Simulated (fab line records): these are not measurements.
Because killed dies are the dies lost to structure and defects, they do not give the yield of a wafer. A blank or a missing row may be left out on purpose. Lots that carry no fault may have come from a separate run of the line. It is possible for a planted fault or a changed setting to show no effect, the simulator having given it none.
Comparing a struck lot with a sound one | flow gf180mcu | 14 out of 602 route steps
Sound: these wafers, L128.4, L128.5, L128.6. Struck: wafers L131.2, L131.3, L131.4. Last of all comes the cause.
Order at every step that has rows: each side's tool, ch and its chambers, its first start. Under that, the readings that differ: sound wafers | struck wafers | difference of the means | sigmas: that difference in standard deviations of wafers without a fault.
alike: a reading whose means differ by less than 2 such deviations, as well as words and numbers matching on both sides. not compared: withheld readings; readings where some wafer has no value; bounds like >300 that might hide an equal value; numbers whose values overlap and for which the record gives no deviation.
A row with sigmas, a row that says differs or no value, or rows on one side alone: a step with any of these is where the two part. When numbers do not overlap yet have no deviation, they are printed without sigmas and do not part them. Lack of a reading on every wafer of one side parts them only where that side has two or more wafers.

GF_V1_OVL_MEAS_15:
  sound: overlay-02 at day 21 17:52; struck: overlay-02 at day 23 05:33
  alike: V1_OVL
GF_V1_ETCH_16: etches BARC in N2/H2.
  sound on rie diel-01 ch 1,2, day 21 17:52; struck on rie diel-04 ch 0,1,2, day 23 05:35
  alike: chamber pressure mTorr, drypump motor current A, n2 flow sccm, oes product au, throttle valve pct
then, 1 step without rows for these wafers: GF_V1_ETCH_17 (etches SiO2 in C4F8/O2/Ar, stops on TiN, target depth 630 nm).
GF_V1_STRIP_18: strips in O2/N2.
  sound on plasma asher-01 ch 0,1, day 21 18:02; struck on plasma asher-01 ch 0,1, day 23 05:43
  alike: chamber pressure mTorr, drypump motor current A, heater power w, n2 flow sccm, oes product au
  not compared: rf hours counter h
then, 2 steps without rows for these wafers: GF_V1_STRIP_19 (strips in post etch residue remover, time 1200 s); GF_V1_CLEAN_20 (cleans in DIW).
GF_V1_SPUTTER_21: material Ti, target thk 15 nm, time 80.02 s.
  sound: pvd sputter-02 at day 21 18:34; struck: pvd sputter-03 at day 23 06:14
  alike: cathode dc power W, chamber pressure pa, throttle valve pct
then, 1 step without rows for these wafers: GF_V1_SPUTTER_22 (material TiN, target thk 10 nm, time 40 s).
GF_V1_CVD_23: deposits W, target thk 350 nm, time 105.05 s.
  sound on cvd w-02 ch 0,1, day 21 18:43; struck on cvd w-02 ch 0,1, day 23 06:20
  alike: heater power w
GF_V1_RS_MEAS_24: a four-point-probe measurement.
  sound: film metro-04 at day 21 18:52; struck: film metro-04 at day 23 06:29
  alike: V1_W_RS
GF_V1_THK_MEAS_25: measures by xrf.
  sound: film metro-04 at day 21 18:58; struck: film metro-04 at day 23 06:35
  alike: V1_W_THK
then, 1 step without rows for these wafers: GF_V1_CMP_26 (polishes, stops on SiO2, t overpolish 15 s, target thk 0 nm).
GF_M2_SPUTTER_00: material Ti, target thk 37.5 nm, time 150 s.
  sound: pvd sputter-03 at day 21 19:17; struck: pvd sputter-01 at day 23 07:17
  no value came back on the struck wafers for cathode dc power W (W), chamber pressure pa (Pa), throttle valve pct (%); on the sound wafers cathode dc power W (W) reads 3999.4 3999.1 3999.8
GF_M2_SPUTTER_01: material TiN, target thk 30 nm, time 25 s.
  sound: pvd sputter-03 at day 21 19:23; struck: pvd sputter-01 at day 23 07:23
  alike: cathode dc power W, chamber pressure pa, throttle valve pct

## WHERE THEY PART
At GF_M2_SPUTTER_00 and nowhere else, as far as this record goes. Later steps at which nothing parts them and some readings are alike: GF_M2_SPUTTER_01.

WHY: the cause the simulator had injected
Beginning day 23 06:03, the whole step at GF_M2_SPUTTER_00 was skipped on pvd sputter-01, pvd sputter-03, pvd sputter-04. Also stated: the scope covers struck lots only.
